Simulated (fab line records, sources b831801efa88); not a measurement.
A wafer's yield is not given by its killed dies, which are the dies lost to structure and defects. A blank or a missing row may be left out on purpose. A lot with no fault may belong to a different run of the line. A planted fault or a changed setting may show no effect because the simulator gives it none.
The tool behind it: which one?    flow gf180mcu    12 lots, 36 wafers sampled, at 5 steps of a route of 602

WHAT THE GAUGES SHOWED, per wafer
GF_VT_IMPLANT_OVL_MEAS_29. Usual: for VT_IMPLANT_02_OVL the level is 1.0 nm and the standard deviation is 1.6.
lot   measured      on          VT_IMPLANT_02_OVL (nm)  flag
L868  day 7 13:23   overlay-01  1.0 0.1 1.1             
L869  day 7 16:48   overlay-01  2.9 2.3 1.9             
L870  day 7 21:25   overlay-02  3.9 2.1 0.3             
L874  day 8 23:37   overlay-02  2.8 0.2 1.2             
L876  day 9 13:29   overlay-01  2.0 3.9 2.9             
L877  day 9 22:16   overlay-01  -1.4 -1.1 -1.2          
L878  day 10 00:26  overlay-01  -2.4 -1.1 -1.4          
L879  day 10 03:07  overlay-02  0.9 2.2 2.6             
L884  day 11 14:07  overlay-02  2.4 0.2 0.7             
L886  day 12 04:23  overlay-01  3.1 1.6 1.2             
L888  day 12 17:58  overlay-02  2.4 0.8 1.3             
L889  day 13 00:01  overlay-02  2.9 1.6 2.1             

GF_PSD_RS_MEAS_14: measures by four-point-probe. Usual: for NSD_RS the level is 46.11 ohm/sq and the standard deviation is 0.089.
lot   measured      on             NSD_RS (ohm/sq)    flag
L868  day 15 11:13  film_metro-04  46.12 46.20 46.24  
L869  day 15 08:33  film_metro-03  46.10 45.96 46.03  
L870  day 15 20:49  film_metro-03  46.09 46.11 46.07  
L874  day 17 01:53  film_metro-03  46.17 46.17 46.26  
L876  day 17 18:00  film_metro-02  46.18 46.24 46.27  
L877  day 18 06:41  film_metro-02  46.25 46.28 46.12  
L878  day 18 10:22  film_metro-02  46.14 46.21 46.03  
L879  day 18 13:19  film_metro-04  46.17 46.08 46.11  
L884  day 20 09:00  film_metro-03  46.21 46.11 46.15  
L886  day 21 03:49  film_metro-03  46.01 46.08 46.16  
L888  day 21 18:34  film_metro-03  45.98 46.07 46.06  
L889  day 22 04:58  film_metro-04  46.09 46.04 46.10  

GF_V4_CD_MEAS_14: the cd target is 260 nm. Usual: cd_nm 260.5 nm, standard deviation 1.2.
lot   measured      on         cd_nm (nm)         flag
L868  day 25 13:08  cd_sem-01  260.8 261.2 260.2  
L869  day 25 11:52  cd_sem-01  261.3 261.1 260.6  
L870  day 25 22:50  cd_sem-02  259.7 259.5 260.0  
L874  day 27 06:07  cd_sem-02  260.9 261.1 261.7  
L876  day 27 17:05  cd_sem-01  259.0 260.6 260.5  
L877  day 28 04:45  cd_sem-01  260.1 259.1 259.8  
L878  day 28 07:26  cd_sem-01  250.2 250.2 251.0  OFF
L879  day 28 08:56  cd_sem-01  249.1 248.9 248.2  OFF
L884  day 29 19:34  cd_sem-01  261.2 261.7 262.4  
L886  day 30 10:24  cd_sem-01  258.2 257.9 258.4  
L888  day 30 22:38  cd_sem-01  260.6 261.1 259.7  
L889  day 31 05:23  cd_sem-02  259.5 259.8 259.9  

EACH LOT AND THE TOOL THAT RAN IT (in order: tool; ch and the chambers of the sampled wafers; start)
lot   GF_STI_CMP_25                 GF_V4_PEB_12
L868  cmp-02 ch 0,1,2, day 2 16:02  litho_track-01 ch 0, day 25 12:47
L869  cmp-01 ch 0,2,3, day 2 19:37  litho_track-01 ch 0, day 25 11:33
L870  cmp-02 ch 1,2,3, day 2 23:50  litho_track-03 ch 0, day 25 22:29
L874  cmp-02 ch 1,3, day 3 22:03    litho_track-04 ch 0, day 27 05:47
L876  cmp-02 ch 0,2, day 4 06:31    litho_track-04 ch 0, day 27 16:45
L877  cmp-01 ch 2,3, day 4 12:07    litho_track-01 ch 0, day 28 04:25
L878  cmp-02 ch 2,3, day 4 17:15    litho_track-03 ch 0, day 28 07:08
L879  cmp-01 ch 0,1, day 4 21:58    litho_track-03 ch 0, day 28 08:35
L884  cmp-01 ch 0,2,3, day 6 01:11  litho_track-04 ch 0, day 29 19:13
L886  cmp-02 ch 1,2, day 6 10:35    litho_track-01 ch 0, day 30 10:04
L888  cmp-02 ch 2,3, day 6 21:17    litho_track-01 ch 0, day 30 22:17
L889  cmp-01 ch 0,2,3, day 7 02:01  litho_track-03 ch 0, day 31 05:02
- GF_STI_CMP_25: polishes, stops on Si3N4, t overpolish 33 s, target thk 524.6 nm.
- GF_V4_PEB_12: peb time 90 s.

WHAT THE TOOLS THEMSELVES READ (means of the sampled wafers that have a number; where no wafer has one, the mark that the record gives instead)
GF_STI_CMP_25. Usual: motor_current_A 10.4 A, standard deviation 1.4; overpolish_run_s 33.001 s, standard deviation 0.0089; time_to_endpoint_s 123 s, standard deviation 5.3.
lot   tool    motor_current_A (A)  overpolish_run_s (s)  time_to_endpoint_s (s)  flag
L868  cmp-02  10.0                 33.013                122                     
L869  cmp-01  10.1                 33.004                130                     
L870  cmp-02  10.2                 32.998                122                     
L874  cmp-02  11.1                 33.002                125                     
L876  cmp-02  9.9                  33.004                123                     
L877  cmp-01  11.0                 32.997                117                     
L878  cmp-02  10.2                 32.997                127                     
L879  cmp-01  9.8                  32.994                116                     
L884  cmp-01  10.2                 32.998                120                     
L886  cmp-02  9.6                  33.008                118                     
L888  cmp-02  11.8                 32.998                131                     
L889  cmp-01  10.1                 32.993                126                     

GF_V4_PEB_12. Usual: heater_power_total_W 85.71 W, standard deviation 0.085; resist_line_temp_C 22.99 C, standard deviation 0.11.
lot   tool            heater_power_total_W (W)  resist_line_temp_C (C)  flag
L868  litho_track-01  85.68                     23.04                   
L869  litho_track-01  85.64                     22.98                   
L870  litho_track-03  85.73                     22.98                   
L874  litho_track-04  85.77                     23.06                   
L876  litho_track-04  85.65                     22.86                   
L877  litho_track-01  85.75                     23.00                   
L878  litho_track-03  97.35                     23.06                   OFF
L879  litho_track-03  97.18                     23.04                   OFF
L884  litho_track-04  85.75                     22.90                   
L886  litho_track-01  85.74                     23.13                   
L888  litho_track-01  85.69                     23.01                   
L889  litho_track-03  85.77                     22.99                   

THE ANSWER, worked out from the rows above alone
Rule: lot off if the mean of its wafers having a number is beyond 3 standard deviations from the usual mean. Also off: a lot with no number at a reading for which 4 or more lots have one. The other lots that the step has rows for count as sound. Order of review: gauges by route order, followed by the tools' own readings, for which a lot's mean as printed above is used. At the first step where some lot is off, the reading lying furthest off is the one used; lots without a number count as furthest.
Off, at GF_V4_CD_MEAS_14 on cd_nm: L878, L879.
If a tool, at a process step before that reading, ran all the lots that are off and no sound lot after the first of them, it fits. Not tried: the gauges at GF_V4_CD_MEAS_14; whatever is off there is also off at GF_V4_PEB_12, on other tools, and gauge error can't account for it. No candidate that was tried fits.

WHAT HAD BEEN PUT IN BY THE SIMULATOR
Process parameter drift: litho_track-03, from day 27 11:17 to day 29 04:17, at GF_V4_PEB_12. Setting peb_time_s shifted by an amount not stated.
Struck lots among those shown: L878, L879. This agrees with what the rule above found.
